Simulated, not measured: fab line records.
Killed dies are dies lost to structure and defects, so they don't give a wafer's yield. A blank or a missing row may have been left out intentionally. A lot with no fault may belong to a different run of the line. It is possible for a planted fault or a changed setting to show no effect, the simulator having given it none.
Comparing a struck lot with a sound one :: flow sky130 :: 22 out of 708 route steps
Sound: the wafers L547.2, L547.3, L547.6. Wafers L537.2, L537.3, L537.6 were the ones struck. The cause is named last.
Each step with rows lists, per side, the tool, then ch with its chambers, then its first start. Under that, the readings that differ: sound wafers :: struck wafers :: difference of the means :: sigmas: that difference in standard deviations of wafers without a fault.
alike: readings with means less than 2 such deviations apart, plus words and numbers identical on both sides. not compared: withheld readings, readings lacking a value on some wafer, bounds such as >300 that could conceal the same value, and numbers that have no deviation in the record and whose values overlap.
Wherever a step has rows on one side only, a row that says differs or no value, or a row with sigmas, the two part there. When numbers do not overlap yet have no deviation, they are printed without sigmas and do not part them. A reading that every wafer of one side lacks parts them only if that side has two wafers or more.

SKY_LOCAL_INTERCONNECT_STRIP_15: strips in O2/N2.
  sound on plasma_asher-03 ch 1, day 37 03:32; struck on plasma_asher-03 ch 1, day 33 08:37
  alike: drypump_motor_current_A, n2_flow_sccm, oes_product_au, strip_time_to_endpoint_s
  not compared: rf_hours_counter_h
then, 3 steps without rows for these wafers: SKY_LOCAL_INTERCONNECT_STRIP_16 (strips in post etch residue remover, time 1200 s); SKY_LOCAL_INTERCONNECT_CLEAN_17 (cleans in IPA, time 180 s); SKY_LOCAL_INTERCONNECT_CLEAN_18 (cleans in O3/DIW).
SKY_CONTACT_CVD_00: deposits Si3N4, target thk 75 nm.
  sound on pecvd-02 ch 0,2, day 37 04:07; struck on pecvd-02 ch 1,2, day 33 09:13
  alike: heater_power_w
SKY_CONTACT_THK_MEAS_01:
  sound on film_metro-04 at day 37 04:10; struck on film_metro-01 at day 33 09:16
  alike: CONTACT_CVD_00_THK
then, 1 step without rows for these wafers: SKY_CONTACT_HDPCVD_02 (deposits SiO2, target thk 565 nm, time 94.2 s).
SKY_CONTACT_THK_MEAS_03:
  sound on film_metro-03 at day 37 04:18; struck on film_metro-03 at day 33 09:23
  alike: CONTACT_HDPCVD_THK
SKY_CONTACT_CMP_04: polishes SiO2.
  sound on cmp-02 ch 0,1,2, day 37 04:27; struck on cmp-02 ch 0,1,2, day 33 09:32
  alike: motor_current_A, slurry_flow_ml_min, time_to_endpoint_s
SKY_CONTACT_BOW_MEAS_05:
  sound on film_metro-04 at day 37 04:40; struck on film_metro-01 at day 33 09:46
reading: CONTACT_BOW (um)
sound: 90 89 92
struck: 67 65 76
difference: -21
sigmas: -3
then, 2 steps without rows for these wafers: SKY_CONTACT_DEHYDRATE_06 (time 60 s); SKY_CONTACT_HMDS_07 (prime time 60 s).
SKY_CONTACT_COAT_08: resist thk 60 nm.
  sound on litho_track-03 ch 0, day 37 17:14; struck on litho_track-01 ch 0, day 33 23:08
reading: spin_speed_rpm (rpm)
sound: 3003.2 3001.8 3000.8
struck: 2721.7 2716.8 2720.9
difference: -282.1
sigmas: -99 or more
then, 5 steps without rows for these wafers: SKY_CONTACT_COAT_09 (resist thk 450 nm); SKY_CONTACT_SOFTBAKE_10 (time 90 s); SKY_CONTACT_EXPOSE_11 (exposes mask CTM1, target cd 170 nm); SKY_CONTACT_PEB_12; SKY_CONTACT_DEVELOP_13 (develop time 60 s).
SKY_CONTACT_CD_MEAS_14 targets a cd of 170 nm.
  sound on cd_sem-01 at day 38 05:38; struck on cd_sem-01 at day 34 12:17
  alike: cd_nm
SKY_CONTACT_OVL_MEAS_15:
  sound on overlay-02 at day 38 05:45; struck on overlay-01 at day 34 12:23
  alike: CONTACT_OVL
SKY_CONTACT_ETCH_16: etches BARC in N2/H2, stops on SiO2, time 45.9 s, target depth 60 nm.
  sound on rie_diel-02 ch 0,1,3, day 38 05:47; struck on rie_diel-03 ch 0,1,2, day 34 12:25
reading: oes_product_au (a.u.)
sound: 0.851 0.857 0.849
struck: 0.882 0.874 0.875
difference: +0.025
sigmas: +5

reading: model.etch.depth_nm (nm)
sound: 59.92 59.97 59.88
struck: 62.81 62.91 62.77
difference: +2.91
sigmas: 
  alike: drypump_motor_current_A, h2_flow_sccm, n2_flow_sccm, throttle_valve_pct
  not compared: rf_hours_counter_h
SKY_CONTACT_ETCH_17: etches SiO2 in C4F8/O2/Ar, stops on Si3N4, target depth 340 nm.
  sound on rie_diel-02 ch 0,1,3, day 38 05:49; struck on rie_diel-03 ch 0,1,2, day 34 12:28
  alike: oes_product_au

## WHERE THEY PART
Last at SKY_CONTACT_ETCH_16 as far as this record goes, first at SKY_CONTACT_BOW_MEAS_05. Later steps at which nothing parts them and some readings are alike: SKY_CONTACT_ETCH_17.

WHY: what the simulator had put in
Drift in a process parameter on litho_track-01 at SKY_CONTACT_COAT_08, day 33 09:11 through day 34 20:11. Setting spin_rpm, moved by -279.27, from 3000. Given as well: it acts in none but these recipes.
